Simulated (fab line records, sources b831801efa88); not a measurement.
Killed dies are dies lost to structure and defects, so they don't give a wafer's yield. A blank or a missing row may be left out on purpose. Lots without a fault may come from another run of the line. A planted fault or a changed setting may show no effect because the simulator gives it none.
fab line records | flow sky130
record lots=6 wafers=18 last_day=49
route steps=708 shown VIA4@651 METAL5@661 PASSIVATION@681 PAD_OPEN@708
lots that met no fault: from a run of the same line without faults
start_h: hours from the record's first day to the start of the lot's first wafer shown | wait_h: hours since the lot's step before | " the same as in the row above | L1.1+2: a row that stands for several wafers | - no value, or no start given | * or withheld: withheld | < > ~ a bound
route shown NAME@n: a module of which the file shows steps, and the number in the route of the first | usual: mean/standard deviation of fault-free wafers | same: alike in all rows | chamber/n: place in a boat | sites: the reading at each site | _std_site: their standard deviation | _edge_site: outer sites' mean less inner sites' | radius_mm: how far each site lies from the wafer's centre | mask NAME#n: copy n | behind: the tool/chamber that last shaped the wafer | hold: why the lot was held/for how many hours/how that ended | device: the transistor (n, p or np) that didn't switch | end of line: the same wafers' tests at the end of the route | a step without rows: its recipe alone | killed: dies lost to structure and defects at the first sort, not the wafer's yield | map: a wafer's dies, x killed, . not, _ none there
set.NAME: the setting as run; set.NAME@STEP: as run at that earlier step | model.NAME: the simulator's own value behind a step, which no gauge read
lots at some steps of the route; a table a step, a row a wafer
services: from which hour (start_h, from the record's first day; less than 0 if before it) a tool's chamber was out of use, for how many hours, and why
## steps
# step SKY_VIA4_ETCH_12
# recipe target=SiO2 chemistry=C4F8/O2/Ar stop_on=TiN mask_material=NOVOLAK source_w=1500 bias_w=1200 pressure_mtorr=40 c4f8_flow_sccm=withheld O2_flow_sccm=6 Ar_flow_sccm=300 time_s=withheld target_depth_a=5800
# usual chamber_pressure_mTorr=40.00/0.037 oes_product_au=0.925/0.0044
# columns lot.wafer tool chamber start_h wait_h chamber_pressure_mTorr oes_product_au
L909.2 rie_diel-01 1 1068.20 0.0 40.07 0.927
L909.3 " 2 " " 39.99 0.932
L909.5 " 2 " " 40.03 0.917
L910.2 rie_diel-04 0 1081.55 0.0 40.03 0.925
L910.4 " 2 " " 39.98 0.920
L910.6 " 2 " " 39.95 0.927
L913.1 rie_diel-01 2 1088.15 0.0 40.02 0.927
L913.4 " 0 " " 39.99 0.924
L913.5 " 0 " " 40.07 0.925
L917.2 rie_diel-01 0 1106.00 0.0 40.00 0.918
L917.4 " 2 " " 39.98 0.928
L917.6 " 1 " " 39.98 0.923
L918.3 rie_diel-04 1 1107.74 0.0 40.05 0.927
L918.4 " 0 " " 40.01 0.926
L918.6 " 2 " " 39.95 0.925
L921.1 rie_diel-03 1 1123.90 0.0 39.95 0.929
L921.2 " 2 " " 39.98 0.926
L921.5 " 1 " " 40.05 0.920
# step SKY_VIA4_STRIP_13
# recipe chemistry=O2/N2 power_w=1400 pressure_mtorr=1500 platen_temp_c=withheld o2_flow_sccm=3000 n2_flow_sccm=300 overash_fraction=0.5
# step SKY_VIA4_STRIP_14
# recipe chemistry=post_etch_residue_remover time_s=1200 temp_c=72.5
# step SKY_VIA4_CLEAN_15
# recipe chemistry=IPA time_s=180 temp_c=25
# step SKY_VIA4_CLEAN_16
# recipe chemistry=O3/DIW dry=n2_spin
# step SKY_VIA4_SPUTTER_17
# recipe material=TiN target_thk_nm=20 chamber_pressure_pa=5 power_w=4000 time_s=80
# usual throttle_valve_pct=30.5/0.77
# columns lot.wafer tool chamber start_h wait_h throttle_valve_pct
L909.2 pvd_sputter-01 - 1068.94 0.0 30.2
L909.3 " - " " 31.7
L909.5 " - " " 31.5
L910.2 pvd_sputter-02 - 1082.21 0.0 31.1
L910.4 " - " " 30.1
L910.6 " - " " 31.2
L913.1 pvd_sputter-02 - 1088.81 0.0 30.3
L913.4 " - " " 30.8
L913.5 " - " " 31.2
L917.2 pvd_sputter-03 - 1106.67 0.0 29.6
L917.4 " - " " 31.6
L917.6 " - " " 29.8
L918.3 pvd_sputter-03 - 1108.41 0.0 29.9
L918.4 " - " " 29.3
L918.6 " - " " 29.5
L921.1 pvd_sputter-02 - 1124.83 0.0 31.2
L921.2 " - " " 31.0
L921.5 " - " " 31.2
# step SKY_VIA4_CVD_18
# recipe material=W target_thk_nm=505 time_s=152.14 temp_c=400 pressure_torr=40
# step SKY_VIA4_RS_MEAS_19
# recipe thk_meas_gauge=four-point-probe reads=W_of_VIA4_CVD_18+TiN_of_VIA4_SPUTTER_17
# usual VIA4_W_RS=0.226/0.0044
# columns lot.wafer tool chamber start_h wait_h VIA4_W_RS[ohm/sq]
L909.2 film_metro-03 - 1069.17 0.1 0.222
L909.3 " - " " 0.222
L909.5 " - " " 0.222
L910.2 film_metro-04 - 1082.44 0.1 0.230
L910.4 " - " " 0.225
L910.6 " - " " 0.230
L913.1 film_metro-03 - 1089.02 0.1 0.224
L913.4 " - " " 0.223
L913.5 " - " " 0.223
L917.2 film_metro-03 - 1106.91 0.1 0.236
L917.4 " - " " 0.237
L917.6 " - " " 0.225
L918.3 film_metro-01 - 1108.66 0.1 0.220
L918.4 " - " " 0.229
L918.6 " - " " 0.230
L921.1 film_metro-01 - 1125.05 0.1 0.230
L921.2 " - " " 0.219
L921.5 " - " " 0.216
# step SKY_VIA4_THK_MEAS_20
# recipe thk_meas_gauge=xrf reads=W_of_VIA4_CVD_18
# usual VIA4_W_THK=502/10
# columns lot.wafer tool chamber start_h wait_h VIA4_W_THK[nm]
L909.2 film_metro-03 - 1069.28 0.1 507
L909.3 " - " " 510
L909.5 " - " " 511
L910.2 film_metro-04 - 1082.55 0.1 488
L910.4 " - " " 501
L910.6 " - " " 487
L913.1 film_metro-03 - 1089.14 0.1 507
L913.4 " - " " 509
L913.5 " - " " 509
L917.2 film_metro-03 - 1107.02 0.1 480
L917.4 " - " " 479
L917.6 " - " " 499
L918.3 film_metro-01 - 1108.76 0.1 517
L918.4 " - " " 501
L918.6 " - " " 494
L921.1 film_metro-01 - 1125.17 0.1 498
L921.2 " - " " 523
L921.5 " - " " 530
# step SKY_VIA4_CMP_21
# recipe stop_on=SiO2 t_overpolish_s=25 down_force_psi=3.5 platen_rpm=60 target_thk_nm=0 pad_velocity_m_s=0.94248
# step SKY_METAL5_SPUTTER_00
# recipe material=Ti target_thk_nm=15 power_w=3000 time_s=10 chamber_pressure_pa=0.4
# usual throttle_valve_pct=30.4/1
# columns lot.wafer tool chamber start_h wait_h throttle_valve_pct
L909.2 pvd_sputter-02 - 1069.63 0.1 30.1
L909.3 " - " " 29.8
L909.5 " - " " 30.2
L910.2 pvd_sputter-01 - 1082.90 0.1 30.2
L910.4 " - " " 31.6
L910.6 " - " " 29.6
L913.1 pvd_sputter-04 - 1089.50 0.1 30.2
L913.4 " - " " 28.2
L913.5 " - " " 28.8
L917.2 pvd_sputter-02 - 1107.37 0.2 30.2
L917.4 " - " " 31.1
L917.6 " - " " 30.1
L918.3 pvd_sputter-01 - 1109.10 0.2 31.7
L918.4 " - " " 31.9
L918.6 " - " " 30.4
L921.1 pvd_sputter-01 - 1125.55 0.1 29.7
L921.2 " - " " 31.4
L921.5 " - " " 29.9
# step SKY_METAL5_SPUTTER_01
# recipe material=TiN target_thk_nm=20 power_w=6500 time_s=16.7 chamber_pressure_pa=0.4
# step SKY_METAL5_SPUTTER_02
# recipe material=AlCu target_thk_nm=1150 power_w=10600 time_s=61.2 chamber_pressure_pa=0.4
# usual throttle_valve_pct=30.4/0.99
# columns lot.wafer tool chamber start_h wait_h throttle_valve_pct
L909.2 pvd_sputter-02 - 1069.68 0.0 30.1
L909.3 " - " " 30.1
L909.5 " - " " 30.0
L910.2 pvd_sputter-01 - 1082.95 0.0 30.2
L910.4 " - " " 31.6
L910.6 " - " " 29.7
L913.1 pvd_sputter-04 - 1089.55 0.0 30.2
L913.4 " - " " 28.6
L913.5 " - " " 28.9
L917.2 pvd_sputter-02 - 1107.43 0.0 29.8
L917.4 " - " " 31.5
L917.6 " - " " 29.9
L918.3 pvd_sputter-01 - 1109.15 0.0 31.6
L918.4 " - " " 31.8
L918.6 " - " " 30.2
L921.1 pvd_sputter-01 - 1125.60 0.0 29.6
L921.2 " - " " 31.8
L921.5 " - " " 29.9
# step SKY_METAL5_SPUTTER_03
# recipe material=Ti target_thk_nm=5 power_w=3000 time_s=3.3 chamber_pressure_pa=0.4
# step SKY_METAL5_SPUTTER_04
# recipe material=TiN target_thk_nm=70 power_w=6500 time_s=58.3 chamber_pressure_pa=0.4
# usual throttle_valve_pct=30.4/1
# columns lot.wafer tool chamber start_h wait_h throttle_valve_pct
L909.2 pvd_sputter-02 - 1069.75 0.0 30.1
L909.3 " - " " 30.1
L909.5 " - " " 30.1
L910.2 pvd_sputter-01 - 1083.02 0.0 30.0
L910.4 " - " " 31.5
L910.6 " - " " 29.6
L913.1 pvd_sputter-04 - 1089.62 0.0 30.4
L913.4 " - " " 28.2
L913.5 " - " " 29.0
L917.2 pvd_sputter-02 - 1107.51 0.0 29.9
L917.4 " - " " 31.1
L917.6 " - " " 30.5
L918.3 pvd_sputter-01 - 1109.22 0.0 31.5
L918.4 " - " " 31.7
L918.6 " - " " 30.4
L921.1 pvd_sputter-01 - 1125.67 0.0 29.9
L921.2 " - " " 31.5
L921.5 " - " " 29.7
# step SKY_METAL5_RS_MEAS_05
# recipe thk_meas_gauge=four-point-probe reads=TiN_of_METAL5_SPUTTER_04+Ti_of_METAL5_SPUTTER_03+AlCu_of_METAL5_SPUTTER_02+TiN_of_METAL5_SPUTTER_01+Ti_of_METAL5_SPUTTER_00
# usual METAL5_ALCU_RS=0.0271/0.00034
# columns lot.wafer tool chamber start_h wait_h METAL5_ALCU_RS[ohm/sq]
L909.2 film_metro-04 - 1069.82 0.0 0.0271
L909.3 " - " " 0.0268
L909.5 " - " " 0.0269
L910.2 film_metro-04 - 1083.09 0.0 0.0273
L910.4 " - " " 0.0273
L910.6 " - " " 0.0268
L913.1 film_metro-02 - 1089.67 0.0 0.0276
L913.4 " - " " 0.0273
L913.5 " - " " 0.0280
L917.2 film_metro-04 - 1107.58 0.0 0.0268
L917.4 " - " " 0.0272
L917.6 " - " " 0.0267
L918.3 film_metro-01 - 1109.31 0.1 0.0275
L918.4 " - " " 0.0274
L918.6 " - " " 0.0273
L921.1 film_metro-04 - 1125.72 0.0 0.0263
L921.2 " - " " 0.0271
L921.5 " - " " 0.0262
# step SKY_METAL5_THK_MEAS_06
# recipe thk_meas_gauge=xrf reads=AlCu_of_METAL5_SPUTTER_02
# usual METAL5_ALCU_THK=1177/17
# columns lot.wafer tool chamber start_h wait_h METAL5_ALCU_THK[nm]
L909.2 film_metro-04 - 1069.93 0.1 1165
L909.3 " - " " 1182
L909.5 " - " " 1183
L910.2 film_metro-04 - 1083.20 0.1 1183
L910.4 " - " " 1179
L910.6 " - " " 1197
L913.1 film_metro-02 - 1089.79 0.1 1155
L913.4 " - " " 1169
L913.5 " - " " 1141
L917.2 film_metro-04 - 1107.69 0.1 1199
L917.4 " - " " 1174
L917.6 " - " " 1199
L918.3 film_metro-01 - 1109.41 0.1 1147
L918.4 " - " " 1160
L918.6 " - " " 1164
L921.1 film_metro-04 - 1125.84 0.1 1214
L921.2 " - " " 1178
L921.5 " - " " 1219
# step SKY_METAL5_DEHYDRATE_07
# recipe temp_c=200 time_s=60
# step SKY_METAL5_HMDS_08
# recipe prime_time_s=60 prime_temp_c=120
# step SKY_METAL5_COAT_09
# recipe resist=NOVOLAK spin_rpm=3000 resist_thk_nm=1800
# step SKY_METAL5_SOFTBAKE_10
# recipe temp_c=90 time_s=60 resist=NOVOLAK
# step SKY_METAL5_EXPOSE_11
# recipe mask_id=MM5 na=0.6 source_shape=conventional sigma_outer=0.6 polarization=unpolarized target_cd_nm=1600 dose_mj=190
# step SKY_METAL5_PEB_12
# recipe temp_c=withheld time_s=* resist=NOVOLAK
# step SKY_METAL5_DEVELOP_13
# recipe resist=NOVOLAK developer=TMAH develop_time_s=60 dev_temp_c=23
# step SKY_METAL5_DESCUM_14
# recipe chemistry=O2 source_power_w=150 bias_power_w=0 pressure_mtorr=10 temp_c=40 time_s=11
# step SKY_METAL5_METAL_ETCH_15
# recipe target_depth_a=12600 stop_on=SiO2 over_etch_frac=0.2 time_s=252 chemistry=Cl2/BCl3 resist_sidewall_deg=86 pressure_mtorr=10 icp_w=900 bias_w=48.5 Cl2_flow_sccm=60 bcl3_flow_sccm=30
# step SKY_METAL5_STRIP_16
# recipe chemistry=O2/N2 power_w=1400 pressure_mtorr=1500 platen_temp_c=withheld o2_flow_sccm=3000 n2_flow_sccm=300 overash_fraction=0.5
# step SKY_METAL5_STRIP_17
# recipe chemistry=post_etch_residue_remover time_s=1200 temp_c=72.5
# step SKY_METAL5_CLEAN_18
# recipe chemistry=IPA time_s=180 temp_c=25
# step SKY_METAL5_CLEAN_19
# recipe chemistry=O3/DIW dry=n2_spin
# step SKY_PASSIVATION_CVD_00
# recipe material=SiO2 target_thk_nm=90 temp_c=400 time_s=withheld rf_w=600
# step SKY_PASSIVATION_THK_MEAS_01
# recipe reads=SiO2_of_PASSIVATION_CVD_00
# usual PASSIVATION_CVD_00_THK=90.0/1.2
# columns lot.wafer tool chamber start_h wait_h PASSIVATION_CVD_00_THK[nm]
L909.2 film_metro-01 - 1091.04 - 89.4
L909.3 " - " " 91.5
L909.5 " - " " 90.9
L910.2 film_metro-02 - 1104.30 - 88.9
L910.4 " - " " 90.7
L910.6 " - " " 88.9
L913.1 film_metro-03 - 1110.49 - 88.9
L913.4 " - " " 91.4
L913.5 " - " " 90.5
L917.2 film_metro-02 - 1127.13 - 89.1
L917.4 " - " " 90.3
L917.6 " - " " 89.4
L918.3 film_metro-02 - 1129.40 - 89.3
L918.4 " - " " 91.2
L918.6 " - " " 90.6
L921.1 film_metro-01 - 1146.16 - 90.2
L921.2 " - " " 88.1
L921.5 " - " " 89.5
# step SKY_PASSIVATION_CVD_02
# recipe material=Si3N4 target_thk_nm=540 temp_c=400 time_s=withheld rf_w=450
# step SKY_PASSIVATION_THK_MEAS_03
# recipe reads=Si3N4_of_PASSIVATION_CVD_02
# usual PASSIVATION_CVD_02_THK=539/6.7
# columns lot.wafer tool chamber start_h wait_h PASSIVATION_CVD_02_THK[nm]
L909.2 film_metro-02 - 1091.33 - 528
L909.3 " - " " 542
L909.5 " - " " 547
L910.2 film_metro-02 - 1104.59 - 523
L910.4 " - " " 545
L910.6 " - " " 542
L913.1 film_metro-01 - 1110.77 - 532
L913.4 " - " " 543
L913.5 " - " " 549
L917.2 film_metro-02 - 1127.42 - 529
L917.4 " - " " 543
L917.6 " - " " 538
L918.3 film_metro-03 - 1129.69 - 536
L918.4 " - " " 534
L918.6 " - " " 543
L921.1 film_metro-02 - 1146.44 - 535
L921.2 " - " " 540
L921.5 " - " " 552
# step SKY_PASSIVATION_DEHYDRATE_04
# recipe temp_c=200 time_s=60
# step SKY_PASSIVATION_HMDS_05
# recipe prime_time_s=60 prime_temp_c=120
# step SKY_PASSIVATION_COAT_06
# recipe spin_rpm=2000 resist_thk_nm=3000
# step SKY_PASSIVATION_SOFTBAKE_07
# recipe temp_c=110 time_s=withheld
# step SKY_PASSIVATION_EXPOSE_08
# recipe mask_id=NSM target_cd_nm=3000 na=0.57 dose_mj=260
# step SKY_PASSIVATION_PEB_09
# recipe temp_c=115 time_s=withheld
# step SKY_PASSIVATION_DEVELOP_10
# recipe develop_time_s=60 dev_temp_c=23
# step SKY_PASSIVATION_ETCH_11
# recipe chemistry=CF4/O2 target_depth_nm=725 stop_on=AlCu source_w=800 bias_w=150 pressure_mtorr=150 cf4_flow_sccm=80 O2_flow_sccm=10 time_s=161.1
# usual chamber_pressure_mTorr=150.00/0.13 drypump_motor_current_A=5.8/0.35 oes_product_au=0.978/0.0071 throttle_valve_pct=5.964/0.0094
# columns lot.wafer tool chamber start_h wait_h chamber_pressure_mTorr drypump_motor_current_A oes_product_au rf_hours_counter_h throttle_valve_pct
L909.2 rie_diel-01 0 1110.26 - 149.86 5.7 0.980 14 5.939
L909.3 " 3 " " 150.21 5.3 0.979 28 5.962
L909.5 " 1 " " 149.91 5.8 0.983 - 5.957
L910.2 rie_diel-01 3 1123.56 - 150.00 5.3 0.962 29 5.964
L910.4 " 2 " " 150.05 6.1 0.986 11 5.964
L910.6 " 1 " " 149.92 5.8 0.986 - 5.968
L913.1 rie_diel-02 0 1129.96 - 150.01 5.2 0.968 5 5.961
L913.4 " 2 " " 150.06 6.4 0.972 26 5.953
L913.5 " 1 " " 150.05 5.8 0.986 - 5.959
L917.2 rie_diel-04 0 1146.06 - 149.79 5.7 0.974 11 5.964
L917.4 " 1 " " 149.98 6.0 0.983 18 5.969
L917.6 " 3 " " 149.97 5.6 0.979 - 5.958
L918.3 rie_diel-02 0 1148.21 - 149.93 5.2 0.979 6 5.962
L918.4 " 1 " " 149.94 5.7 0.979 24 5.965
L918.6 " 0 " " 149.87 5.2 0.985 - 5.967
L921.1 rie_diel-04 0 1164.01 - 150.01 5.7 0.977 11 5.978
L921.2 " 3 " " 150.02 5.6 0.979 8 5.956
L921.5 " 1 " " 149.92 6.1 0.988 - 5.986
# step SKY_PAD_OPEN_PROBE_99
# usual defect_limited_yield=82.5/1.8 killed_at_M0_to_M3=42/6.6 killed_at_M4_up=3.0/1.8 killed_at_contacts=25/5.1 killed_at_front_end=15/4.4 killed_at_other=0.3/0.56 killed_dies=86/8.6 killed_open=47/6.9 killed_short=38/6 sort_bin_3_pad_short=0.8/0.42 sort_bin_5_function=10.6/1.5 sort_bin_6_memory=6.1/1.1 sort_n_pass=406/8.6 sort_yield_pct=82.5/1.8
# same gross_dies=492 killed_at_back_side=0 sort_bin_4_leakage[%]=0 sort_bin_8_speed[%]=0
# columns lot.wafer tool chamber start_h wait_h hold defect_limited_yield[%] killed_at_M0_to_M3 killed_at_M4_up killed_at_contacts killed_at_front_end killed_at_other killed_dies killed_open killed_short sort_bin_3_pad_short[%] sort_bin_5_function[%] sort_bin_6_memory[%] sort_n_pass sort_yield_pct[%] model.etest.tester.sort_n_pass model.etest.tester.sort_yield_pct model.etest.tester.sort_bin_5_pct model.etest.tester.sort_bin_3_pct
L909.2 prober-01 - 1131.98 0.1 - 83.3 37 4 25 16 0 82 46 36 1.2 9.1 6.3 410 83.3 410 83.33 9.146 1.22
L909.3 prober-01 - 1132.03 0.2 - 84.6 39 1 20 15 1 76 48 28 0.4 11.0 4.1 416 84.6 416 84.55 10.98 0.4065
L909.5 prober-01 - 1132.13 0.2 - 84.8 41 2 17 15 0 75 47 28 0.4 9.3 5.5 417 84.8 417 84.76 9.35 0.4065
L910.2 prober-02 - 1145.31 0.1 - 82.3 34 7 26 20 0 87 53 34 1.6 9.1 6.9 405 82.3 405 82.32 9.146 1.626
L910.4 prober-02 - 1145.41 0.2 - 81.7 42 4 29 14 1 90 54 36 0.8 11.4 6.1 402 81.7 402 81.71 11.38 0.813
L910.6 prober-02 - 1145.51 0.2 - 82.7 49 2 22 11 1 85 44 40 1.0 10.4 5.9 407 82.7 407 82.72 10.37 1.016
L913.1 prober-01 - 1151.68 0.1 - 81.7 53 1 29 7 0 90 56 34 0.4 8.9 8.9 402 81.7 402 81.71 8.943 0.4065
L913.4 prober-01 - 1151.83 0.2 - 84.1 37 2 29 10 0 78 39 39 0.2 10.0 5.7 414 84.1 414 84.15 9.959 0.2033
L913.5 prober-01 - 1151.88 0.2 - 81.5 43 1 28 18 1 91 58 33 0.6 11.4 6.5 401 81.5 401 81.5 11.38 0.6098
L917.2 prober-01 - 1166.04 0.1 - 83.5 35 0 30 16 0 81 42 39 1.0 11.4 4.1 411 83.5 411 83.54 11.38 1.016
L917.4 prober-01 - 1166.14 0.2 - 81.5 48 3 31 9 0 91 47 44 0.6 11.6 6.3 401 81.5 401 81.5 11.59 0.6098
L917.6 prober-01 - 1166.24 0.2 - 81.9 40 2 33 14 0 89 49 39 0.8 12.6 4.7 403 81.9 403 81.91 12.6 0.813
L918.3 prober-02 - 1168.18 0.2 await_dispo/5.9h/release 76.6 31 54 18 12 0 115 36 30 3.5 14.0 5.9 377 76.6 377 76.63 14.02 3.455
L918.4 prober-02 - 1168.23 0.2 await_dispo/5.9h/release 69.3 39 65 29 18 0 151 52 42 3.9 19.7 7.1 341 69.3 341 69.31 19.72 3.862
L918.6 prober-02 - 1168.33 0.2 await_dispo/5.9h/release 77.4 38 29 29 14 1 111 52 33 3.5 12.6 6.5 381 77.4 381 77.44 12.6 3.455
L921.1 prober-01 - 1182.81 0.1 await_dispo/15.1h/release 77.4 38 29 31 13 0 111 48 37 1.8 15.7 5.1 381 77.4 381 77.44 15.65 1.829
L921.2 prober-01 - 1182.86 0.1 await_dispo/15.1h/release 74.0 43 53 19 12 1 128 43 35 1.6 17.3 7.1 364 74.0 364 73.98 17.28 1.626
L921.5 prober-01 - 1183.01 0.2 await_dispo/15.1h/release 79.5 37 29 21 13 1 101 34 40 2.4 12.2 5.9 391 79.5 391 79.47 12.2 2.439
# killed by level:class
L909.2 VIA1:geometric_particle:open=10 LI_CONTACT:geometric_particle:open=7 VIA3:geometric_particle:open=7 FIELD_ISO:geometric_particle:short=6 CONTACT:geometric_particle:open=6 FIELD_ISO:geometric_particle:open=5 METAL2:geometric_particle:short=5 CONTACT:geometric_particle:short=4
L909.3 VIA1:geometric_particle:open=12 CONTACT:geometric_particle:open=9 VIA2:geometric_particle:open=6 VIA3:geometric_particle:open=6 CONTACT:geometric_particle:short=5 METAL1:geometric_particle:short=5 VIA2:geometric_particle:short=4 FIELD_ISO:geometric_particle:open=3
L909.5 VIA1:geometric_particle:open=10 VIA3:geometric_particle:open=7 CONTACT:geometric_particle:open=7 LI_CONTACT:geometric_particle:open=5 METAL1:geometric_particle:short=5 METAL2:geometric_particle:short=5 FIELD_ISO:geometric_particle:short=4 FIELD_ISO:geometric_particle:open=4
L910.2 VIA1:geometric_particle:open=15 FIELD_ISO:geometric_particle:open=9 CONTACT:geometric_particle:open=9 METAL4:geometric_particle:short=7 FIELD_ISO:geometric_particle:short=6 LI_CONTACT:geometric_particle:open=5 VIA2:geometric_particle:open=5 CONTACT:geometric_particle:short=4
L910.4 CONTACT:geometric_particle:open=12 VIA3:geometric_particle:open=11 LI_CONTACT:geometric_particle:open=8 VIA1:geometric_particle:open=7 METAL2:geometric_particle:short=7 CONTACT:geometric_particle:short=5 SPACER:geometric_particle:short=4 FIELD_ISO:geometric_particle:open=3
L910.6 CONTACT:geometric_particle:open=10 VIA3:geometric_particle:open=8 VIA1:geometric_particle:short=8 VIA1:geometric_particle:open=7 METAL2:geometric_particle:short=6 VIA2:geometric_particle:open=5 LI_CONTACT:geometric_particle:open=4 CONTACT:geometric_particle:short=4
L913.1 LI_CONTACT:geometric_particle:open=15 VIA1:geometric_particle:open=14 VIA3:geometric_particle:open=10 VIA2:geometric_particle:open=6 METAL2:geometric_particle:short=6 CONTACT:geometric_particle:short=5 LOCAL_INTERCONNECT:geometric_particle:short=4 CONTACT:geometric_particle:open=4
L913.4 CONTACT:geometric_particle:open=9 METAL2:geometric_particle:short=7 VIA3:geometric_particle:open=6 LOCAL_INTERCONNECT:geometric_particle:short=6 VIA1:geometric_particle:open=6 LI_CONTACT:geometric_particle:open=5 VIA1:geometric_particle:short=5 VIA2:geometric_particle:open=5
L913.5 CONTACT:geometric_particle:open=17 VIA1:geometric_particle:open=12 VIA3:geometric_particle:open=8 FIELD_ISO:geometric_particle:open=6 VIA2:geometric_particle:short=5 LI_CONTACT:geometric_particle:open=4 VIA1:geometric_particle:short=4 METAL1:geometric_particle:short=4
L917.2 VIA1:geometric_particle:open=11 CONTACT:geometric_particle:short=8 CONTACT:geometric_particle:open=7 LI_CONTACT:geometric_particle:open=6 LOCAL_INTERCONNECT:geometric_particle:short=6 POLY_GATE:geometric_particle:open=5 METAL1:geometric_particle:short=5 VIA2:geometric_particle:open=5
L917.4 CONTACT:geometric_particle:open=16 VIA1:geometric_particle:open=15 VIA1:geometric_particle:short=12 VIA3:geometric_particle:open=6 LI_CONTACT:geometric_particle:short=5 METAL2:geometric_particle:short=5 LI_CONTACT:geometric_particle:open=4 FIELD_ISO:geometric_particle:open=3
L917.6 VIA1:geometric_particle:open=13 CONTACT:geometric_particle:open=11 VIA3:geometric_particle:open=8 VIA1:geometric_particle:short=7 LI_CONTACT:geometric_particle:open=6 LI_CONTACT:geometric_particle:short=6 CONTACT:geometric_particle:short=6 POLY_GATE:geometric_particle:short=5
L918.3 METAL5:unspecified=49 LI_CONTACT:geometric_particle:open=8 VIA1:geometric_particle:short=8 CONTACT:geometric_particle:open=7 VIA1:geometric_particle:open=7 METAL2:geometric_particle:short=5 FIELD_ISO:geometric_particle:short=4 VIA2:geometric_particle:open=4
L918.4 METAL5:unspecified=57 CONTACT:geometric_particle:open=9 POLY_GATE:geometric_particle:open=8 VIA1:geometric_particle:open=8 VIA2:geometric_particle:open=8 CONTACT:geometric_particle:short=7 METAL1:geometric_particle:short=7 LI_CONTACT:geometric_particle:short=6
L918.6 METAL5:unspecified=26 CONTACT:geometric_particle:open=17 FIELD_ISO:geometric_particle:open=7 METAL2:geometric_particle:short=7 LI_CONTACT:geometric_particle:open=6 VIA1:geometric_particle:open=6 METAL1:geometric_particle:short=5 VIA1:geometric_particle:short=4
L921.1 METAL5:unspecified=26 CONTACT:geometric_particle:open=11 VIA2:geometric_particle:open=8 METAL1:geometric_particle:short=8 VIA1:geometric_particle:open=6 CONTACT:geometric_particle:short=6 LI_CONTACT:geometric_particle:open=5 POLY_GATE:geometric_particle:open=4
L921.2 METAL5:unspecified=50 VIA2:geometric_particle:open=11 VIA1:geometric_particle:open=9 LI_CONTACT:geometric_particle:open=7 CONTACT:geometric_particle:open=6 METAL1:geometric_particle:short=6 METAL2:geometric_particle:short=5 FIELD_ISO:geometric_particle:open=4
L921.5 METAL5:unspecified=27 METAL1:geometric_particle:short=10 CONTACT:geometric_particle:open=8 LI_CONTACT:geometric_particle:open=6 METAL2:geometric_particle:short=5 VIA1:geometric_particle:open=5 POLY_GATE:geometric_particle:short=4 LOCAL_INTERCONNECT:geometric_particle:short=4
# map L918.4 (x killed, . not)
__________...xx....._________
________x.........x.xx_______
______.....x.......x...x_____
_____..............x....x____
____...xxx.x...x.......x..___
___..x....x...x..x.........__
__...x.....x...x..x....x...._
_.x..x...x........x...x...xx.
_x.xxxxx..............x..x...
_...xx....x...x...x..x....x..
_......xx.....x........xx....
_.x..x........x..xxx.xxxx.xxx
_.x.x...x......x...xxxxxxxx..
_...x.......x...x..xxxxxxxxx.
_..xx.........x..x.xxxxxxxxx.
__x.......x.x..x.xxxxxxxxxxx_
___.x..xx.x.......xxxxxxxxx__
____..........x...xx.xxx.x___
_____.x......x.......xxxx____
______........x.x.x.xx.._____
________.............._______
__________.......x.x_________
# map L921.2 (x killed, . not)
__________.x......x._________
________x......x.x...._______
______..............xxx._____
_____.x..........x.......____
____..x...x...x...xx.....x___
___...x.x...x.....x..x.....__
__............xx.....x......_
_...................x.x..x...
_.xx.x.....xx...x.x.x.......x
_......xx...x.x.............x
_..x........xx.........x..x..
_.............x.....x..x.....
_.....x......x......xxx.x...x
_..............xxx...........
_.xx.......x..xxx.x.x......x.
__x......x..xxxxxxx.....x..._
___xx.......xxxxxxxx.x.....__
____......x.xxxxxxxx......___
_____.....xxxxxxxxxx.x...____
______....xxxxxxxxx...x._____
________x....xxx.xxx.x_______
__________......x..._________
## services
# columns tool chamber start_h hours kind
rie_diel-04 3 1048.69 10.1 repair
rie_diel-01 - 1061.25 0.3 repair
pvd_sputter-03 0 1068.17 - consumable_replace:kit
pvd_sputter-03 0 1068.17 18.0 scheduled_down
pvd_sputter-03 0 1068.17 18.0 vent_cycle
pvd_sputter-01 1 1091.05 - consumable_replace:kit
pvd_sputter-01 1 1091.05 18.0 scheduled_down
pvd_sputter-01 1 1091.05 18.0 vent_cycle
pvd_sputter-02 2 1092.23 - consumable_replace:kit
pvd_sputter-02 2 1092.23 18.0 scheduled_down
pvd_sputter-02 2 1092.23 18.0 vent_cycle
rie_diel-04 1 1092.31 4.4 repair
rie_diel-02 0 1100.74 5.2 repair
pvd_sputter-04 3 1121.48 - consumable_replace:kit
pvd_sputter-04 3 1121.48 18.0 scheduled_down
pvd_sputter-04 3 1121.48 18.0 vent_cycle
rie_diel-02 - 1121.91 0.3 repair
pvd_sputter-02 - 1153.58 1.0 repair
pvd_sputter-03 3 1153.59 - consumable_replace:kit
pvd_sputter-03 3 1153.59 18.0 scheduled_down
pvd_sputter-03 3 1153.59 18.0 vent_cycle
rie_diel-03 3 1154.38 16.3 repair
rie_diel-03 2 1157.39 7.8 repair
rie_diel-04 - 1159.26 0.3 repair
## key
first_sign step=SKY_PAD_OPEN_PROBE_99 reading=killed_at_M4_up direction=up sigmas=23 usual=3.0 struck=43.2
effect step=SKY_PAD_OPEN_PROBE_99 reading=sort_bin_3_pad_short direction=up sigmas=4.7 usual=0.8 struck=2.8 wafers_moved=5
model_effect step=SKY_PAD_OPEN_PROBE_99 value=etest.tester.sort_n_pass without=407.8 struck=372.5
met_at SKY_METAL5_SPUTTER_02
struck_wafers L918.3,L918.4,L918.6,L921.1,L921.2,L921.5
onset_between 1082.95 1109.15
also_fits time
fault kind=chamber_particle_source tool=pvd_sputter-01 chamber=- onset_h=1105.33 steps=SKY_METAL5_SPUTTER_02 rate_per_visit_cm2=0.68657 end_h=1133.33
